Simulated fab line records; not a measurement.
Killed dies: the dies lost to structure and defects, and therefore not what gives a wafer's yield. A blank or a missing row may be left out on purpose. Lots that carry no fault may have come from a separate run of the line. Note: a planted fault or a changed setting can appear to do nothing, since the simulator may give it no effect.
Which tool did it? | flow gf180mcu | 12 lots with 36 wafers sampled at 5 steps, on a route of 602 steps

WHAT THE GAUGES SHOWED, per wafer
GF_MVSD_TW_MEAS_11.
lot  | measured    | on            | MVSD_TW
L608 | day 4 17:13 | film-metro-04 | 1587 1577 1595
L613 | day 5 16:52 | film-metro-04 | 1584 1583 1580
L614 | day 5 23:24 | film-metro-01 | 1569 1562 1563
L615 | day 6 02:50 | film-metro-04 | 1581 1569 1567
L618 | day 6 23:29 | film-metro-03 | 1584 1583 1594
L619 | day 7 00:41 | film-metro-01 | 1562 1564 1569
L620 | day 7 08:50 | film-metro-01 | 1561 1565 1559
L625 | day 8 14:26 | film-metro-03 | 1660 1669 1674
L627 | day 9 02:02 | film-metro-04 | 1678 1674 1670
L628 | day 9 04:29 | film-metro-01 | 1571 1563 1574
L629 | day 9 16:28 | film-metro-01 | 1569 1562 1567
L630 | day 9 21:01 | film-metro-03 | 1573 1585 1581

GF_VT_IMPLANT_RS_MEAS_46: a four-point-probe measurement.
lot  | measured     | on            | MVSD_RS (ohm/sq)
L608 | day 7 20:46  | film-metro-04 | 454.4 455.6 455.5
L613 | day 9 01:30  | film-metro-04 | 454.8 454.7 455.7
L614 | day 9 06:50  | film-metro-01 | 455.9 456.2 456.2
L615 | day 9 10:20  | film-metro-04 | 456.7 455.2 455.2
L618 | day 10 12:19 | film-metro-04 | 455.8 457.2 456.1
L619 | day 10 14:10 | film-metro-01 | 457.1 458.0 456.6
L620 | day 10 22:44 | film-metro-01 | 459.0 458.0 458.7
L625 | day 12 08:19 | film-metro-04 | 412.1 412.1 412.2
L627 | day 12 22:55 | film-metro-04 | 410.8 411.8 413.2
L628 | day 13 02:05 | film-metro-04 | 456.6 457.3 456.9
L629 | day 13 14:06 | film-metro-04 | 457.0 456.8 456.0
L630 | day 13 20:08 | film-metro-01 | 458.3 457.7 455.6

GF_CONTACT_BOW_MEAS_05.
lot  | measured     | on            | CONTACT_BOW (um)
L608 | day 15 13:45 | film-metro-03 | 59 70 62
L613 | day 17 01:51 | film-metro-03 | 65 77 81
L614 | day 17 07:23 | film-metro-03 | 61 81 72
L615 | day 17 11:47 | film-metro-03 | 65 59 68
L618 | day 18 23:48 | film-metro-04 | 59 63 56
L619 | day 19 06:07 | film-metro-03 | 74 61 75
L620 | day 19 13:01 | film-metro-01 | 64 60 61
L625 | day 21 13:57 | film-metro-03 | 61 56 75
L627 | day 22 00:46 | film-metro-03 | 58 78 69
L628 | day 22 06:34 | film-metro-03 | 60 64 72
L629 | day 22 23:57 | film-metro-03 | 66 61 64
L630 | day 23 01:37 | film-metro-04 | 70 69 67

TOOL THAT RAN EACH LOT (tool first, then ch and the chambers of the sampled wafers, then the start)
lot  | GF_MVSD_IMPLANT_08             | GF_SALICIDE_SPUTTER_02
L608 | implanter-02 ch 0, day 4 16:50 | pvd-sputter-02, day 15 12:35
L613 | implanter-03 ch 0, day 5 16:30 | pvd-sputter-04, day 17 00:46
L614 | implanter-03 ch 0, day 5 23:00 | pvd-sputter-04, day 17 06:20
L615 | implanter-04 ch 0, day 6 02:28 | pvd-sputter-02, day 17 10:42
L618 | implanter-02 ch 0, day 6 23:05 | pvd-sputter-01, day 18 22:44
L619 | implanter-04 ch 0, day 7 00:17 | pvd-sputter-04, day 19 05:03
L620 | implanter-03 ch 0, day 7 08:26 | pvd-sputter-02, day 19 11:57
L625 | implanter-03 ch 0, day 8 14:02 | pvd-sputter-02, day 21 12:53
L627 | implanter-03 ch 0, day 9 01:38 | pvd-sputter-04, day 21 23:43
L628 | implanter-02 ch 0, day 9 04:05 | pvd-sputter-02, day 22 05:30
L629 | implanter-04 ch 0, day 9 16:06 | pvd-sputter-01, day 22 22:50
L630 | implanter-04 ch 0, day 9 20:37 | pvd-sputter-02, day 23 00:14
- GF_MVSD_IMPLANT_08
- GF_SALICIDE_SPUTTER_02: material Co, target thk 10 nm, time 20 s.

WHAT THE TOOLS THEMSELVES READ (means of the sampled wafers that have a number; where no wafer has one, the mark that the record gives instead)
GF_MVSD_IMPLANT_08.
lot  | tool         | beam-on-s (s) | end-station-pressure-torr (Torr) | faraday-current-uA
L608 | implanter-02 | 10.01         | 5.09e-06                         | 90.0
L613 | implanter-03 | 9.98          | 4.92e-06                         | 90.5
L614 | implanter-03 | 10.08         | 5.06e-06                         | 89.8
L615 | implanter-04 | 9.81          | 4.72e-06                         | 91.9
L618 | implanter-02 | 10.02         | 5.28e-06                         | 89.9
L619 | implanter-04 | 10.15         | 5.19e-06                         | 88.8
L620 | implanter-03 | 10.07         | 5.38e-06                         | 89.4
L625 | implanter-03 | 12.17         | 9.84e-05                         | 75.0
L627 | implanter-03 | 12.13         | 1.00e-04                         | 75.1
L628 | implanter-02 | 10.02         | 5.12e-06                         | 89.9
L629 | implanter-04 | 10.02         | 4.96e-06                         | 89.7
L630 | implanter-04 | 10.10         | 5.19e-06                         | 89.2

GF_SALICIDE_SPUTTER_02.
lot  | tool           | throttle-valve-pct (%)
L608 | pvd-sputter-02 | 29.2
L613 | pvd-sputter-04 | 31.0
L614 | pvd-sputter-04 | 31.3
L615 | pvd-sputter-02 | 29.7
L618 | pvd-sputter-01 | 31.2
L619 | pvd-sputter-04 | 31.2
L620 | pvd-sputter-02 | 29.6
L625 | pvd-sputter-02 | 29.1
L627 | pvd-sputter-04 | 30.6
L628 | pvd-sputter-02 | 29.8
L629 | pvd-sputter-01 | 30.5
L630 | pvd-sputter-02 | 29.6

THE ANSWER, worked out from the rows above alone
Rule: the usual values come from the lots themselves. The widest of any qualifying gaps counts: lots, ordered by their means at a reading, are off when they make up no more than a third of the lots, leave a main group of 4 or more, and stand apart from it by 3 or more times the standard deviation of that group's means. The tables above print the reading to a certain number of digits; a main group whose means all agree to those digits is not used. A lot without any number at a reading at which 4 lots or more have one is off too. All remaining lots with rows at the step are treated as sound. The gauges are gone through in route order, then the tools' own readings, and for those a lot's mean is taken as printed above. The first step at which some lot is off is used, and at that step the reading that is off furthest; a lot without a number counts as furthest.
Off: L625, L627, at GF_MVSD_TW_MEAS_11 (MVSD_TW). Mean 1573 and standard deviation 9.1 in the main group.
A tool fits if, at a process step before that reading, it ran every lot that is off, and no sound lot after the first of them. Not tried: the gauges at GF_MVSD_TW_MEAS_11; whatever is off there is also off at GF_MVSD_IMPLANT_08, on other tools, and gauge error can't account for it. One fits: GF_MVSD_IMPLANT_08 on implanter-03. Its last sound lot is L620 (day 7 08:26), its first lot that is off L625 (day 8 14:02): a fault that began between those two fits.
The tool's own readings at GF_MVSD_IMPLANT_08 bear it out: on the lots that are off they differ by more than 5 times the standard deviation of the sound lots' means. beam-on-s reads 12.15 s there against 10.03 s on the sound lots; end-station-pressure-torr reads 9.92e-05 Torr there against 5.09e-06 Torr on the sound lots; faraday-current-uA reads 75.0 there against 89.9 on the sound lots.

WHAT THE SIMULATOR HAD INSERTED
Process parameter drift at GF_MVSD_IMPLANT_08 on implanter-03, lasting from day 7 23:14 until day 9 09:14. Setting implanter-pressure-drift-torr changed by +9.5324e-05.
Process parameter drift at GF_MVSD_IMPLANT_08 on implanter-03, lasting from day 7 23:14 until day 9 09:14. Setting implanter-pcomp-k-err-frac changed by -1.
Struck lots among those shown: L625, L627. The rule above reached the same finding.
